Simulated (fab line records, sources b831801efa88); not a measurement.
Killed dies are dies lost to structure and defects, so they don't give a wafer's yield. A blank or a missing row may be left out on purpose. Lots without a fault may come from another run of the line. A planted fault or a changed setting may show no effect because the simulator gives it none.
fab line records | flow sky130
record lots=6 wafers=18 last_day=50
route steps=708 shown POLY_GATE@234 LDD_N@237 PAD_OPEN@708
lots that met no fault: from a run of the same line without faults
start_h: hours from the record's first day to the start of the lot's first wafer shown | wait_h: hours since the lot's step before | " the same as in the row above | L1.1+2: a row that stands for several wafers | - no value, or no start given | * or withheld: withheld | < > ~ a bound
route shown NAME@n: a module of which the file shows steps, and the number in the route of the first | usual: mean/standard deviation of fault-free wafers | same: alike in all rows | chamber/n: place in a boat | sites: the reading at each site | _std_site: their standard deviation | _edge_site: outer sites' mean less inner sites' | radius_mm: how far each site lies from the wafer's centre | mask NAME#n: copy n | behind: the tool/chamber that last shaped the wafer | hold: why the lot was held/for how many hours/how that ended | device: the transistor (n, p or np) that didn't switch | end of line: the same wafers' tests at the end of the route | a step without rows: its recipe alone | killed: dies lost to structure and defects at the first sort, not the wafer's yield | map: a wafer's dies, x killed, . not, _ none there
set.NAME: the setting as run; set.NAME@STEP: as run at that earlier step | model.NAME: the simulator's own value behind a step, which no gauge read
lots at some steps of the route; a table a step, a row a wafer
services: from which hour (start_h, from the record's first day; less than 0 if before it) a tool's chamber was out of use, for how many hours, and why
## steps
# step SKY_POLY_GATE_OXIDATION_20
# recipe temp_c=850 ambient=O2 stabilise_s=600 purge_s=300 target_thk_a=40 ox_time_s=899
# step SKY_POLY_GATE_THK_MEAS_21
# recipe reads=SiO2_of_POLY_GATE_OXIDATION_20
# usual POLY_GATE_OXIDATION_THK=4.01/0.069
# columns lot.wafer tool chamber start_h wait_h POLY_GATE_OXIDATION_THK[nm]
L975.2 film_metro-01 - 375.47 0.0 3.99
L975.4 " - " " 3.98
L975.5 " - " " 3.97
L976.2 film_metro-04 - 387.89 0.0 3.87
L976.3 " - " " 3.99
L976.6 " - " " 3.88
L989.1 film_metro-01 - 492.55 0.0 3.95
L989.2 " - " " 3.94
L989.3 " - " " 3.98
L991.2 film_metro-01 - 516.65 0.0 4.07
L991.3 " - " " 4.13
L991.5 " - " " 4.13
L997.1 film_metro-01 - 567.77 0.0 4.01
L997.3 " - " " 4.02
L997.5 " - " " 4.04
L998.1 film_metro-02 - 574.29 0.0 4.05
L998.2 " - " " 3.97
L998.3 " - " " 4.04
# step SKY_POLY_GATE_CD_MEAS_22
# usual cd_nm=148.9/2.7
# columns lot.wafer tool chamber start_h wait_h cd_nm
L975.2 cd_sem-01 - 375.55 0.1 149.7
L975.4 " - " " 145.1
L975.5 " - " " 147.1
L976.2 cd_sem-02 - 387.97 0.1 153.7
L976.3 " - " " 149.6
L976.6 " - " " 149.6
L989.1 cd_sem-01 - 492.61 0.1 150.5
L989.2 " - " " 155.2
L989.3 " - " " 149.3
L991.2 cd_sem-01 - 516.73 0.1 150.3
L991.3 " - " " 149.4
L991.5 " - " " 152.1
L997.1 cd_sem-01 - 567.83 0.1 148.7
L997.3 " - " " 148.4
L997.5 " - " " 147.3
L998.1 cd_sem-01 - 574.35 0.1 145.6
L998.2 " - " " 153.1
L998.3 " - " " 149.4
# step SKY_LDD_N_DEHYDRATE_00
# recipe temp_c=200 time_s=60
# step SKY_LDD_N_HMDS_01
# recipe prime_time_s=60 prime_temp_c=120
# step SKY_LDD_N_COAT_02
# recipe resist=NOVOLAK spin_rpm=3000 resist_thk_nm=306
# step SKY_LDD_N_SOFTBAKE_03
# recipe temp_c=90 time_s=60 resist=NOVOLAK
# step SKY_LDD_N_EXPOSE_04
# recipe mask_id=NTM target_cd_nm=840 na=0.6 source_shape=conventional sigma_outer=0.6 dose_mj=110
# step SKY_LDD_N_PEB_05
# recipe temp_c=withheld time_s=* resist=NOVOLAK
# step SKY_LDD_N_DEVELOP_06
# recipe develop_time_s=60 dev_temp_c=23
# step SKY_LDD_N_OVL_MEAS_07
# usual LDD_N_OVL=-0.5/1.4
# columns lot.wafer tool chamber start_h wait_h LDD_N_OVL[nm]
L975.2 overlay-01 - 404.56 0.1 -3.0
L975.4 " - " " -1.2
L975.5 " - " " -3.4
L976.2 overlay-01 - 417.23 0.1 1.3
L976.3 " - " " -1.6
L976.6 " - " " -1.0
L989.1 overlay-02 - 523.17 0.1 0.0
L989.2 " - " " -0.8
L989.3 " - " " -0.1
L991.2 overlay-01 - 547.33 0.1 0.4
L991.3 " - " " -0.4
L991.5 " - " " -0.4
L997.1 overlay-01 - 598.16 0.1 -0.2
L997.3 " - " " -1.5
L997.5 " - " " -0.1
L998.1 overlay-02 - 604.56 0.1 -1.7
L998.2 " - " " -2.2
L998.3 " - " " -1.8
# step SKY_LDD_N_IMPLANT_08
# recipe species=As energy_kev=20 dose_cm2=7.5e+13 tilt_deg=withheld rotation_deg=23
# step SKY_LDD_N_IMPLANT_09
# recipe species=As energy_kev=20 dose_cm2=7.5e+13 tilt_deg=withheld rotation_deg=113
# usual dose_ions_cm2=7.498e+13/7.8e+10 faraday_current_uA=423/8.6
# columns lot.wafer tool chamber start_h wait_h dose_ions_cm2 faraday_current_uA
L975.2 implanter-02 0 404.76 0.1 7.482e+13 407
L975.4 " 0 " " 7.493e+13 414
L975.5 " 0 " " 7.482e+13 430
L976.2 implanter-04 0 417.43 0.1 7.486e+13 419
L976.3 " 0 " " 7.501e+13 413
L976.6 " 0 " " 7.482e+13 412
L989.1 implanter-02 0 523.36 0.1 9.589e+13 548
L989.2 " 0 " " 9.576e+13 539
L989.3 " 0 " " 9.592e+13 526
L991.2 implanter-02 0 547.53 0.1 9.589e+13 542
L991.3 " 0 " " 9.582e+13 533
L991.5 " 0 " " 9.58e+13 535
L997.1 implanter-04 0 598.34 0.1 7.498e+13 428
L997.3 " 0 " " 7.493e+13 416
L997.5 " 0 " " 7.492e+13 412
L998.1 implanter-03 0 604.74 0.1 7.499e+13 415
L998.2 " 0 " " 7.506e+13 413
L998.3 " 0 " " 7.498e+13 408
# step SKY_LDD_N_IMPLANT_10
# recipe species=As energy_kev=20 dose_cm2=7.5e+13 tilt_deg=withheld rotation_deg=203
# step SKY_LDD_N_IMPLANT_11
# recipe species=As energy_kev=20 dose_cm2=7.5e+13 tilt_deg=withheld rotation_deg=293
# step SKY_LDD_N_IMPLANT_12
# recipe species=BF2 energy_kev=50 dose_cm2=5e+12 tilt_deg=30 rotation_deg=0
# step SKY_LDD_N_IMPLANT_13
# recipe species=BF2 energy_kev=50 dose_cm2=5e+12 tilt_deg=30 rotation_deg=90
# step SKY_LDD_N_IMPLANT_14
# recipe species=BF2 energy_kev=50 dose_cm2=5e+12 tilt_deg=30 rotation_deg=180
# step SKY_LDD_N_IMPLANT_15
# recipe species=BF2 energy_kev=50 dose_cm2=5e+12 tilt_deg=30 rotation_deg=270
# step SKY_LDD_N_STRIP_16
# recipe chemistry=O2/N2 power_w=1400 pressure_mtorr=1500 platen_temp_c=withheld o2_flow_sccm=3000 n2_flow_sccm=300 overash_fraction=0.5
# usual chamber_pressure_mTorr=1500.0/1.5 drypump_motor_current_A=6.2/0.44 oes_product_au=0.410/0.0049 strip_time_to_endpoint_s=4.393/0.014
# same overash_fraction=0.5
# columns lot.wafer tool chamber start_h wait_h chamber_pressure_mTorr drypump_motor_current_A oes_product_au rf_hours_counter_h strip_time_to_endpoint_s
L975.2 plasma_asher-03 1 405.79 0.1 1498.3 6.4 0.406 71 4.371
L975.4 " 1 " " 1498.3 6.4 0.408 - 4.372
L975.5 " 0 " " 1500.8 5.7 0.405 - 4.380
L976.2 plasma_asher-01 1 418.46 0.1 1500.2 6.4 0.409 74 4.387
L976.3 " 0 " " 1501.9 6.7 0.412 - 4.407
L976.6 " 1 " " 1500.7 6.4 0.413 - 4.383
L989.1 plasma_asher-01 0 524.41 0.1 1499.4 6.7 0.418 9 4.451
L989.2 " 1 " " 1500.3 6.4 0.415 9 4.466
L989.3 " 1 " " 1498.9 6.4 0.415 - 4.480
L991.2 plasma_asher-01 1 548.56 0.1 1501.9 6.4 0.406 12 4.444
L991.3 " 1 " " 1499.9 6.4 0.422 - 4.451
L991.5 " 1 " " 1501.0 6.4 0.400 - 4.446
L997.1 plasma_asher-01 0 599.39 0.1 1499.8 6.7 0.400 17 4.386
L997.3 " 0 " " 1499.9 6.7 0.410 - 4.383
L997.5 " 1 " " 1500.2 6.4 0.412 - 4.398
L998.1 plasma_asher-01 0 605.79 0.1 1498.4 6.7 0.407 17 4.422
L998.2 " 1 " " 1499.6 6.4 0.411 17 4.413
L998.3 " 0 " " 1499.9 6.7 0.414 - 4.427
# step SKY_LDD_N_TW_MEAS_17
# usual LDD_N_TW=2590/18
# columns lot.wafer tool chamber start_h wait_h LDD_N_TW
L975.2 film_metro-04 - 405.90 0.1 2605
L975.4 " - " " 2594
L975.5 " - " " 2599
L976.2 film_metro-03 - 418.57 0.1 2592
L976.3 " - " " 2604
L976.6 " - " " 2601
L989.1 film_metro-03 - 524.51 0.1 2629
L989.2 " - " " 2635
L989.3 " - " " 2633
L991.2 film_metro-04 - 548.67 0.1 2661
L991.3 " - " " 2649
L991.5 " - " " 2656
L997.1 film_metro-04 - 599.49 0.1 2601
L997.3 " - " " 2592
L997.5 " - " " 2590
L998.1 film_metro-03 - 605.89 0.1 2585
L998.2 " - " " 2591
L998.3 " - " " 2589
# step SKY_PAD_OPEN_PROBE_99
# usual killed_at_M0_to_M3=44/6.8 killed_at_M4_up=2.9/1.7 killed_at_contacts=24/5.2 killed_at_front_end=15/4 killed_at_other=0.2/0.44 killed_dies=86/9.9 killed_open=47/7.9 killed_short=39/6.3
# same gross_dies=492 killed_at_back_side=0
# columns lot.wafer tool chamber start_h wait_h killed_at_M0_to_M3 killed_at_M4_up killed_at_contacts killed_at_front_end killed_at_other killed_dies killed_open killed_short model.etest.tip_n.rs_ohm_sq
L975.2 prober-01 - 1082.53 0.1 41 1 18 19 0 79 41 36 444.5
L975.4 prober-01 - 1082.63 0.2 45 2 25 22 0 94 52 34 443.8
L975.5 prober-01 - 1082.68 0.2 53 3 23 18 0 97 49 48 442.5
L976.2 prober-02 - 1092.32 0.1 38 6 21 14 0 79 39 40 439.6
L976.3 prober-02 - 1092.37 0.2 38 1 19 13 0 71 39 31 440.6
L976.6 prober-02 - 1092.52 0.2 40 2 26 13 0 81 40 39 439.8
L989.1 prober-01 - 1159.76 0.1 45 3 18 11 0 77 35 42 418.2
L989.2 prober-01 - 1159.81 0.1 36 4 21 14 0 75 45 30 420.2
L989.3 prober-01 - 1159.86 0.2 38 1 25 14 0 78 46 32 416.4
L991.2 prober-01 - 1173.58 0.1 40 4 29 14 1 88 43 45 424.5
L991.3 prober-01 - 1173.63 0.2 47 4 17 13 0 81 37 43 421
L991.5 prober-01 - 1173.73 0.2 48 2 14 16 0 80 46 34 423.3
L997.1 prober-01 - 1198.24 0.1 55 4 27 10 0 96 59 37 451.5
L997.3 prober-01 - 1198.34 0.2 37 3 24 17 0 81 47 34 454.9
L997.5 prober-01 - 1198.44 0.2 50 4 22 15 0 91 57 34 452.2
L998.1 prober-02 - 1202.69 0.1 50 5 27 18 1 101 59 42 447.3
L998.2 prober-02 - 1202.74 0.1 43 3 20 17 0 83 52 31 446.9
L998.3 prober-02 - 1202.79 0.2 43 2 26 17 0 88 56 32 449.6
# killed by level:class
L975.2 VIA1:geometric_particle:open=10 VIA1:geometric_particle:short=7 LI_CONTACT:geometric_particle:open=6 CONTACT:geometric_particle:open=6 VIA3:geometric_particle:open=6 METAL1:geometric_particle:short=5 VIA2:geometric_particle:open=5 FIELD_ISO:geometric_particle:open=4
L975.4 VIA1:geometric_particle:open=14 CONTACT:geometric_particle:open=10 CONTACT:geometric_particle:short=6 VIA1:geometric_particle:short=6 LI_CONTACT:geometric_particle:open=5 METAL2:geometric_particle:open=5 SD_N:coat_microbubble_printed=5 FIELD_ISO:geometric_particle:open=4
L975.5 VIA1:geometric_particle:open=12 METAL1:geometric_particle:short=8 LI_CONTACT:geometric_particle:open=7 METAL2:geometric_particle:short=7 CONTACT:geometric_particle:open=6 VIA3:geometric_particle:open=6 CONTACT:geometric_particle:short=5 FIELD_ISO:geometric_particle:open=4
L976.2 LI_CONTACT:geometric_particle:open=7 CONTACT:geometric_particle:short=6 CONTACT:geometric_particle:open=6 VIA2:geometric_particle:open=6 METAL1:geometric_particle:short=5 VIA1:geometric_particle:short=5 VIA1:geometric_particle:open=5 METAL2:geometric_particle:short=5
L976.3 VIA1:geometric_particle:open=11 CONTACT:geometric_particle:open=7 VIA3:geometric_particle:open=7 FIELD_ISO:geometric_particle:short=5 METAL1:geometric_particle:short=5 VIA2:geometric_particle:open=5 POLY_GATE:geometric_particle:short=4 LOCAL_INTERCONNECT:geometric_particle:short=4
L976.6 CONTACT:geometric_particle:open=10 VIA1:geometric_particle:open=8 VIA1:geometric_particle:short=8 LI_CONTACT:geometric_particle:open=7 VIA3:geometric_particle:open=6 VIA3:geometric_particle:short=6 POLY_GATE:geometric_particle:short=4 CONTACT:geometric_particle:short=4
L989.1 VIA2:geometric_particle:open=8 CONTACT:geometric_particle:open=6 VIA1:geometric_particle:short=6 VIA1:geometric_particle:open=6 METAL3:geometric_particle:short=6 VIA3:geometric_particle:open=6 LI_CONTACT:geometric_particle:short=5 FIELD_ISO:geometric_particle:short=5
L989.2 CONTACT:geometric_particle:open=10 VIA2:geometric_particle:open=7 VIA3:geometric_particle:open=7 VIA1:geometric_particle:open=6 LI_CONTACT:geometric_particle:open=5 VIA3:geometric_particle:short=5 POLY_GATE:geometric_particle:short=4 CONTACT:geometric_particle:short=4
L989.3 LI_CONTACT:geometric_particle:open=12 CONTACT:geometric_particle:open=8 VIA3:geometric_particle:open=8 POLY_GATE:geometric_particle:short=5 VIA2:geometric_particle:short=5 VIA1:geometric_particle:open=5 VIA2:geometric_particle:open=5 LI_CONTACT:geometric_particle:short=4
L991.2 CONTACT:geometric_particle:open=8 VIA1:geometric_particle:open=7 LI_CONTACT:geometric_particle:open=6 METAL1:geometric_particle:short=6 LI_CONTACT:geometric_particle:short=5 VIA3:geometric_particle:short=5 CONTACT:geometric_particle:short=5 VIA2:geometric_particle:open=5
L991.3 VIA1:geometric_particle:open=12 METAL1:geometric_particle:short=7 VIA2:geometric_particle:open=6 FIELD_ISO:geometric_particle:short=5 LI_CONTACT:geometric_particle:open=5 METAL2:geometric_particle:short=5 LOCAL_INTERCONNECT:geometric_particle:short=4 CONTACT:geometric_particle:short=4
L991.5 VIA1:geometric_particle:open=19 LI_CONTACT:geometric_particle:open=6 VIA2:geometric_particle:open=6 POLY_GATE:geometric_particle:open=5 POLY_GATE:geometric_particle:short=5 METAL2:geometric_particle:short=5 METAL1:geometric_particle:short=5 LOCAL_INTERCONNECT:geometric_particle:short=4
L997.1 VIA1:geometric_particle:open=15 VIA3:geometric_particle:open=10 LI_CONTACT:geometric_particle:open=9 VIA2:geometric_particle:open=8 CONTACT:geometric_particle:open=6 CONTACT:geometric_particle:short=6 METAL1:geometric_particle:short=6 FIELD_ISO:geometric_particle:open=5
L997.3 VIA2:geometric_particle:open=10 LI_CONTACT:geometric_particle:open=8 POLY_GATE:geometric_particle:open=6 VIA1:geometric_particle:open=6 FIELD_ISO:geometric_particle:short=5 CONTACT:geometric_particle:open=5 CONTACT:geometric_particle:short=5 VIA3:geometric_particle:open=5
L997.5 VIA1:geometric_particle:open=14 CONTACT:geometric_particle:open=10 POLY_GATE:geometric_particle:open=8 VIA3:geometric_particle:open=7 LI_CONTACT:geometric_particle:open=6 VIA1:geometric_particle:short=6 VIA2:geometric_particle:open=6 METAL2:geometric_particle:short=4
L998.1 VIA1:geometric_particle:open=14 CONTACT:geometric_particle:open=11 LI_CONTACT:geometric_particle:open=8 FIELD_ISO:geometric_particle:open=6 VIA3:geometric_particle:open=6 VIA3:geometric_particle:short=5 VIA1:geometric_particle:short=5 VIA2:geometric_particle:open=5
L998.2 VIA1:geometric_particle:open=11 CONTACT:geometric_particle:open=7 VIA1:geometric_particle:short=7 METAL1:geometric_particle:open=6 VIA2:geometric_particle:open=6 FIELD_ISO:geometric_particle:open=4 LI_CONTACT:geometric_particle:open=4 CONTACT:geometric_particle:short=4
L998.3 VIA1:geometric_particle:open=11 CONTACT:geometric_particle:open=9 VIA3:geometric_particle:open=8 POLY_GATE:geometric_particle:open=7 LOCAL_INTERCONNECT:geometric_particle:short=7 LI_CONTACT:geometric_particle:open=5 METAL1:geometric_particle:short=5 VIA2:geometric_particle:open=4
## services
# columns tool chamber start_h hours kind
implanter-04 - 407.37 2.8 repair
plasma_asher-03 - 416.80 2.8 pm
plasma_asher-01 - 421.33 9.0 pm
plasma_asher-01 0 421.33 9.0 vent_cycle
plasma_asher-01 1 421.33 9.0 vent_cycle
implanter-02 - 427.24 3.2 pm
implanter-04 - 427.66 2.7 repair
plasma_asher-01 0 430.33 - clean
plasma_asher-01 1 430.33 - clean
plasma_asher-01 - 475.39 5.9 repair
plasma_asher-03 - 479.09 0.7 repair
plasma_asher-03 - 498.32 3.3 repair
implanter-04 - 507.27 3.5 repair
implanter-02 - 522.49 0.6 repair
implanter-02 - 528.30 3.2 repair
implanter-04 - 541.09 4.4 pm
implanter-02 - 566.53 3.8 repair
implanter-03 - 588.58 8.1 pm
## key
first_sign step=SKY_LDD_N_IMPLANT_09 reading=dose_ions_cm2 direction=up sigmas=99+ usual=* struck=*
effect step=SKY_LDD_N_IMPLANT_09 reading=faraday_current_uA direction=up sigmas=13 usual=423 struck=537
effect step=SKY_LDD_N_STRIP_16 reading=strip_time_to_endpoint_s direction=up sigmas=4.5 usual=* struck=*
model_effect step=SKY_PAD_OPEN_PROBE_99 value=etest.tip_n.rs_ohm_sq without=438.4 struck=420.6
met_at SKY_LDD_N_IMPLANT_09
struck_wafers L989.1,L989.2,L989.3,L991.2,L991.3,L991.5
tester_left_out L989,L991
onset_between 404.76 523.36
fault kind=process_parameter_drift tool=implanter-02 chamber=- onset_h=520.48 steps=SKY_LDD_N_IMPLANT_09 channel=dose_cm2 offset=* shape=step end_h=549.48 acts_in=* stated=*
# tester_left_out: of these lots the tester's yield and bins aren't shown, on N5 and GAA mostly nor the transistor test; their killed dies are dies lost to structure and defects alone, not to doping, threshold or leakage, so they don't give the yield
